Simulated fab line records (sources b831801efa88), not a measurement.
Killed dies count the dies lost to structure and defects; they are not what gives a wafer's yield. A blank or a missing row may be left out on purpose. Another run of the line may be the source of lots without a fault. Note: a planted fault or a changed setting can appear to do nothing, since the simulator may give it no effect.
Which tool was responsible? :: flow gf180mcu :: 13 lots, 39 wafers sampled, at 4 steps of a route of 602

## WHAT THE GAUGES SHOWED, per wafer
GF_M1_OVL_MEAS_15. Usual: M1_OVL gives 3 nm (standard deviation 5.1).
lot: L851
measured: day 18 01:47
on: overlay-02
M1_OVL (nm): 2 2 9
flag: 

lot: L853
measured: day 18 18:34
on: overlay-02
M1_OVL (nm): -5 0 4
flag: 

lot: L855
measured: day 19 12:34
on: overlay-02
M1_OVL (nm): 5 4 5
flag: 

lot: L856
measured: day 19 21:24
on: overlay-02
M1_OVL (nm): 4 6 7
flag: 

lot: L859
measured: day 20 23:53
on: overlay-02
M1_OVL (nm): -5 -4 -6
flag: 

lot: L865
measured: day 23 00:12
on: overlay-02
M1_OVL (nm): 1 2 0
flag: 

lot: L866
measured: day 23 10:56
on: overlay-01
M1_OVL (nm): 2 3 7
flag: 

lot: L867
measured: day 23 15:26
on: overlay-02
M1_OVL (nm): -1 6 2
flag: 

lot: L868
measured: day 24 06:33
on: overlay-02
M1_OVL (nm): -1 -2 5
flag: 

lot: L869
measured: day 24 09:38
on: overlay-02
M1_OVL (nm): 6 0 2
flag: 

lot: L870
measured: day 24 15:19
on: overlay-02
M1_OVL (nm): 8 2 3
flag: 

lot: L871
measured: day 25 01:38
on: overlay-01
M1_OVL (nm): 5 8 14
flag: 

lot: L872
measured: day 25 07:40
on: overlay-01
M1_OVL (nm): 11 23 16
flag: 

GF_V1_OVL_MEAS_15. Usual: V1_OVL gives -1 nm (standard deviation 6.2).
lot: L851
measured: day 19 03:23
on: overlay-02
V1_OVL (nm): 10 6 6
flag: 

lot: L853
measured: day 19 20:47
on: overlay-02
V1_OVL (nm): 3 -6 -3
flag: 

lot: L855
measured: day 20 14:08
on: overlay-01
V1_OVL (nm): 7 9 8
flag: 

lot: L856
measured: day 20 23:44
on: overlay-02
V1_OVL (nm): 8 13 10
flag: 

lot: L859
measured: day 22 01:38
on: overlay-01
V1_OVL (nm): 6 1 3
flag: 

lot: L865
measured: day 23 23:54
on: overlay-02
V1_OVL (nm): 4 8 -4
flag: 

lot: L866
measured: day 24 11:05
on: overlay-01
V1_OVL (nm): 2 6 -5
flag: 

lot: L867
measured: day 24 14:53
on: overlay-01
V1_OVL (nm): -6 -4 -3
flag: 

lot: L868
measured: day 25 06:38
on: overlay-01
V1_OVL (nm): -8 -1 -2
flag: 

lot: L869
measured: day 25 09:14
on: overlay-02
V1_OVL (nm): 2 -8 -2
flag: 

lot: L870
measured: day 25 15:08
on: overlay-01
V1_OVL (nm): -15 -15 -4
flag: 

lot: L871
measured: day 26 00:17
on: overlay-01
V1_OVL (nm): -5 -5 -1
flag: 

lot: L872
measured: day 26 06:18
on: overlay-01
V1_OVL (nm): -14 -14 -3
flag: 

GF_V1_RS_MEAS_24: uses a four-point probe to measure. Usual: V1_W_RS gives 0.328 ohm/sq (standard deviation 0.0048).
lot: L851
measured: day 19 04:25
on: film metro-02
V1_W_RS (ohm/sq): 0.335 0.338 0.324
flag: 

lot: L853
measured: day 19 21:49
on: film metro-03
V1_W_RS (ohm/sq): 0.340 0.328 0.336
flag: 

lot: L855
measured: day 20 15:28
on: film metro-03
V1_W_RS (ohm/sq): 43.830 43.960 44.386 43.838 43.917 44.253
flag: OFF

lot: L856
measured: day 21 00:38
on: film metro-02
V1_W_RS (ohm/sq): 43.894 44.274 44.137 43.835 44.268 44.173
flag: OFF

lot: L859
measured: day 22 02:32
on: film metro-02
V1_W_RS (ohm/sq): 0.321 0.323 0.325
flag: 

lot: L865
measured: day 24 00:52
on: film metro-02
V1_W_RS (ohm/sq): 0.325 0.327 0.328
flag: 

lot: L866
measured: day 24 12:01
on: film metro-03
V1_W_RS (ohm/sq): 0.330 0.330 0.329
flag: 

lot: L867
measured: day 24 15:47
on: film metro-02
V1_W_RS (ohm/sq): 0.332 0.337 0.323
flag: 

lot: L868
measured: day 25 07:35
on: film metro-04
V1_W_RS (ohm/sq): 0.319 0.333 0.320
flag: 

lot: L869
measured: day 25 10:10
on: film metro-02
V1_W_RS (ohm/sq): 0.321 0.321 0.332
flag: 

lot: L870
measured: day 25 16:05
on: film metro-02
V1_W_RS (ohm/sq): 0.327 0.328 0.326
flag: 

lot: L871
measured: day 26 01:13
on: film metro-04
V1_W_RS (ohm/sq): 0.321 0.321 0.328
flag: 

lot: L872
measured: day 26 07:14
on: film metro-03
V1_W_RS (ohm/sq): 0.324 0.336 0.328
flag: 

## TOOL THAT RAN EACH LOT (tool first, then ch and the chambers of the sampled wafers, then the start)
lot: L851
GF_V1_CVD_23: cvd w-02 ch 0,1, day 19 04:17

lot: L853
GF_V1_CVD_23: cvd w-02 ch 0,1, day 19 21:40

lot: L855
GF_V1_CVD_23: cvd w-01 ch 0,1, day 20 15:20

lot: L856
GF_V1_CVD_23: cvd w-02 ch 1, day 21 00:32

lot: L859
GF_V1_CVD_23: cvd w-01 ch 0,1, day 22 02:26

lot: L865
GF_V1_CVD_23: cvd w-01 ch 0,1, day 24 00:43

lot: L866
GF_V1_CVD_23: cvd w-01 ch 0,1, day 24 11:53

lot: L867
GF_V1_CVD_23: cvd w-02 ch 0,1, day 24 15:41

lot: L868
GF_V1_CVD_23: cvd w-02 ch 0,1, day 25 07:28

lot: L869
GF_V1_CVD_23: cvd w-02 ch 0,1, day 25 10:02

lot: L870
GF_V1_CVD_23: cvd w-01 ch 0,1, day 25 15:58

lot: L871
GF_V1_CVD_23: cvd w-02 ch 0,1, day 26 01:07

lot: L872
GF_V1_CVD_23: cvd w-02 ch 0,1, day 26 07:08
- GF_V1_CVD_23: deposits W, target thk 350 nm, time 105.05 s.

## WHAT THE TOOLS THEMSELVES READ (means of the sampled wafers that have a number; where no wafer has one, the mark that the record gives instead)
GF_V1_CVD_23. Usual: chamber pressure Torr 40.02 Torr, standard deviation 0.074; heater power outer w 508 W, standard deviation 54; heater power w 842 W, standard deviation 84.
lot: L851
tool: cvd w-02
chamber pressure Torr (Torr): 40.03
heater power outer w (W): 476
heater power w (W): 782
flag: 

lot: L853
tool: cvd w-02
chamber pressure Torr (Torr): 40.04
heater power outer w (W): 471
heater power w (W): 776
flag: 

lot: L855
tool: cvd w-01
chamber pressure Torr (Torr): -
heater power outer w (W): -
heater power w (W): -
flag: OFF

lot: L856
tool: cvd w-02
chamber pressure Torr (Torr): -
heater power outer w (W): -
heater power w (W): -
flag: OFF

lot: L859
tool: cvd w-01
chamber pressure Torr (Torr): 40.04
heater power outer w (W): 561
heater power w (W): 922
flag: 

lot: L865
tool: cvd w-01
chamber pressure Torr (Torr): 40.00
heater power outer w (W): 562
heater power w (W): 926
flag: 

lot: L866
tool: cvd w-01
chamber pressure Torr (Torr): 39.97
heater power outer w (W): 530
heater power w (W): 893
flag: 

lot: L867
tool: cvd w-02
chamber pressure Torr (Torr): 39.97
heater power outer w (W): 468
heater power w (W): 790
flag: 

lot: L868
tool: cvd w-02
chamber pressure Torr (Torr): 40.02
heater power outer w (W): 469
heater power w (W): 803
flag: 

lot: L869
tool: cvd w-02
chamber pressure Torr (Torr): 39.96
heater power outer w (W): 476
heater power w (W): 775
flag: 

lot: L870
tool: cvd w-01
chamber pressure Torr (Torr): 40.09
heater power outer w (W): 536
heater power w (W): 887
flag: 

lot: L871
tool: cvd w-02
chamber pressure Torr (Torr): 40.03
heater power outer w (W): 486
heater power w (W): 793
flag: 

lot: L872
tool: cvd w-02
chamber pressure Torr (Torr): 40.06
heater power outer w (W): 480
heater power w (W): 786
flag: 

## THE ANSWER, worked out from the rows above alone
Rule: take the mean of a lot's wafers that have a number; if it is more than 3 standard deviations from the usual mean, the lot is off. A lot without any number at a reading at which 4 lots or more have one is off too. The other lots that the step has rows for count as sound. The gauges are gone through in route order, then the tools' own readings, and for those a lot's mean is taken as printed above. The first step at which some lot is off is used, and at that step the reading that is off furthest; a lot without a number counts as furthest.
Off: L855, L856, at GF_V1_RS_MEAS_24 (V1_W_RS).
If a tool, at a process step before that reading, ran all the lots that are off and no sound lot after the first of them, it fits. The gauges at GF_V1_RS_MEAS_24 aren't tried: what is off there is off at GF_V1_CVD_23 too, on other tools, and a gauge's error can't cause that. Of those tried, none fits.

## WHAT THE SIMULATOR PUT IN
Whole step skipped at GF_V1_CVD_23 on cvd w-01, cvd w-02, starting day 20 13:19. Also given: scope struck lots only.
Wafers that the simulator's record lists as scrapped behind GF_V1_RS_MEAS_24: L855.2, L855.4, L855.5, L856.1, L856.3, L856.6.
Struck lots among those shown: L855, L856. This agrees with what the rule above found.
